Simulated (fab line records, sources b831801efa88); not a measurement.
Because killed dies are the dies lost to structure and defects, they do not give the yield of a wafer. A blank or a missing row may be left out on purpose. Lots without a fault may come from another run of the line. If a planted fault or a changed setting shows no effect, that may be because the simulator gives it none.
A lot that was struck, set against a sound lot    flow sky130    34 out of 708 route steps
Sound: wafers L241.1, L241.3, L241.4. Wafers L233.1, L233.5, L233.6 were the ones struck. The cause comes at the end.
Order at every step that has rows: each side's tool, ch and its chambers, its first start. Under that, the readings that differ: sound wafers    struck wafers    difference of the means    sigmas: that difference in standard deviations of wafers without a fault.
alike: a reading whose means differ by less than 2 such deviations, as well as words and numbers matching on both sides. not compared: withheld readings; readings where some wafer has no value; bounds like >300 that might hide an equal value; numbers whose values overlap and for which the record gives no deviation.
The two part at a step that has a row with sigmas, a row that says differs or no value, or rows on one side only. Numbers that have no deviation but don't overlap get no sigmas and don't part them. Lack of a reading on every wafer of one side parts them only where that side has two or more wafers.

first, 7 steps without rows for these wafers: SKY_SONOS_TUNNEL_DEVELOP_06 (develop time 60 s); SKY_SONOS_TUNNEL_IMPLANT_09; SKY_SONOS_TUNNEL_WET_ETCH_10 (etches SiO2 in dHF, target depth 14 nm, time 280 s); SKY_SONOS_TUNNEL_STRIP_11 (strips in SPM, time 600 s); SKY_SONOS_TUNNEL_CLEAN_13 (cleans in dHF, time 20 s); SKY_SONOS_ONO_OXIDATION_00 (stabilise 600 s, purge 300 s, target thk 2.6 nm); SKY_SONOS_ONO_CVD_02 (deposits Si3N4 from DCS/NH3, target thk 10.5 nm, time 180 s).
SKY_SONOS_ONO_CVD_04: deposits SiO2 from SiH4/N2O, target thk 5.7199 nm.
  sound on lpcvd-03 ch 1, day 15 13:40; struck on lpcvd-03 ch 1, day 13 02:34
reading                                     sound              struck             difference  sigmas
pressure mtorr (mTorr)                      401.8 400.3 400.7  480.1 480.2 480.6  +79.4       +99 or more
model.SiO2_of_SONOS_ONO_CVD_04.thk nm (nm)  5.842 5.702 5.808  6.573 6.609 6.498  +0.776      
  alike: zone power bottom pct
SKY_SONOS_ONO_THK_MEAS_05:
  sound on film metro-04 at day 15 14:55; struck on film metro-02 at day 13 03:49
reading                    sound           struck          difference  sigmas
SONOS_ONO_CVD_04_THK (nm)  5.82 5.66 5.82  6.56 6.62 6.56  +0.81       +7
then, 23 steps without rows for these wafers: SKY_SONOS_ONO_DEHYDRATE_06 (time 60 s); SKY_SONOS_ONO_HMDS_07 (prime time 60 s); SKY_SONOS_ONO_COAT_08 (resist thk 1140 nm); SKY_SONOS_ONO_SOFTBAKE_09 (time 60 s); SKY_SONOS_ONO_EXPOSE_10 (exposes mask ONOM, target cd 410 nm); SKY_SONOS_ONO_PEB_11; SKY_SONOS_ONO_DEVELOP_12 (develop time 60 s); SKY_SONOS_ONO_ETCH_15 (etches the open film in CHF3/O2, target depth 19.52 nm, time 7.8 s); SKY_SONOS_ONO_WET_ETCH_16 (etches SiO2 in dHF, target depth 14 nm, time 280 s); SKY_SONOS_ONO_STRIP_17 (strips in O2/N2); SKY_SONOS_ONO_WET_ETCH_18 (etches Si3N4 in H3PO4, target depth 15 nm, time 172 s); SKY_GATE_OXIDE_CLEAN_00 (cleans in SC1/SC2, time 150 s); SKY_GATE_OXIDE_OXIDATION_01 (stabilise 600 s, purge 300 s, target thk 10.268 nm); SKY_GATE_OXIDE_DEHYDRATE_03 (time 60 s); SKY_GATE_OXIDE_HMDS_04 (prime time 60 s); SKY_GATE_OXIDE_COAT_05 (resist thk 1140 nm); SKY_GATE_OXIDE_SOFTBAKE_06 (time 60 s); SKY_GATE_OXIDE_EXPOSE_07 (exposes mask LVOM, target cd 600 nm); SKY_GATE_OXIDE_PEB_08; SKY_GATE_OXIDE_DEVELOP_09 (develop time 60 s); SKY_GATE_OXIDE_IMPLANT_11; SKY_GATE_OXIDE_WET_ETCH_12 (etches SiO2 in dHF, target depth 16.8 nm, time 336 s); SKY_GATE_OXIDE_STRIP_13 (strips in O2/N2).
-- the record jumps here: 2 days lie between the struck wafers' starts before and after --
SKY_GATE_OXIDE_CLEAN_15: cleans in SC1/SC2, time 150 s.
  sound on wet bench-03 ch 1, day 18 03:54; struck on wet bench-03 ch 3, day 15 11:01
reading                                     sound              struck             difference  sigmas
model.SiO2_of_SONOS_ONO_CVD_04.thk nm (nm)  4.335 4.195 4.302  5.051 5.089 4.975  +0.761      
  alike: temp c
-- a jump in the record: the struck wafers' starts before and after are 31 days apart (it breaks off in module GATE_OXIDE and resumes in module PAD_OPEN, where the first step shown is number 708 of the route) --
SKY_PAD_OPEN_PROBE_99:
  sound on prober-01 at day 48 19:51; struck on prober-01 at day 46 17:13
reading                                      sound                 struck                difference  sigmas
model.etest.sonos erased.drive ua um         182.1 155 196.7       148.1 123 118.8       -48.0       
model.etest.sonos uncharged.r on ohm um      822.2 818 820         847.7 842.6 858       +29.4       
model.etest.cap ono.gate log10 a cm2         -8.154 -7.998 -8.182  -9.2 -9.092 -8.954    -1.0        
model.etest.cap ono.gate bv v (V)            16.13 16.29 16.73     17.43 17.58 17.78     +1.21       
model.etest.cap ono.tox acc nm (nm)          13.03 12.94 13.03     13.85 13.8 13.65      +0.77       
model.etest.sonos programmed.vt v (V)        1.413 1.457 1.431     0.9265 0.9585 1.005   -0.4703     
model.etest.sonos erased.vt v (V)            -2.186 -2.197 -2.197  -1.801 -1.773 -1.825  +0.394      
model.etest.sonos programmed.off log10 a um  -13.96 -13.98 -14.02  -13.1 -13.25 -13.65   +0.7        
  alike: killed_at_M0_to_M3, killed_at_M4_up, killed at contacts, killed at front end, killed at other, killed dies, killed open, killed short

## WHERE THEY PART
Last at SKY_SONOS_ONO_THK_MEAS_05 as far as this record goes, first at SKY_SONOS_ONO_CVD_04. Later steps at which nothing parts them and some readings are alike: SKY_GATE_OXIDE_CLEAN_15, SKY_PAD_OPEN_PROBE_99.

WHY: what the simulator had put in
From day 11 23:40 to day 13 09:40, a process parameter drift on lpcvd-03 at SKY_SONOS_ONO_CVD_04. Setting pressure mtorr shifted by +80 from 400.
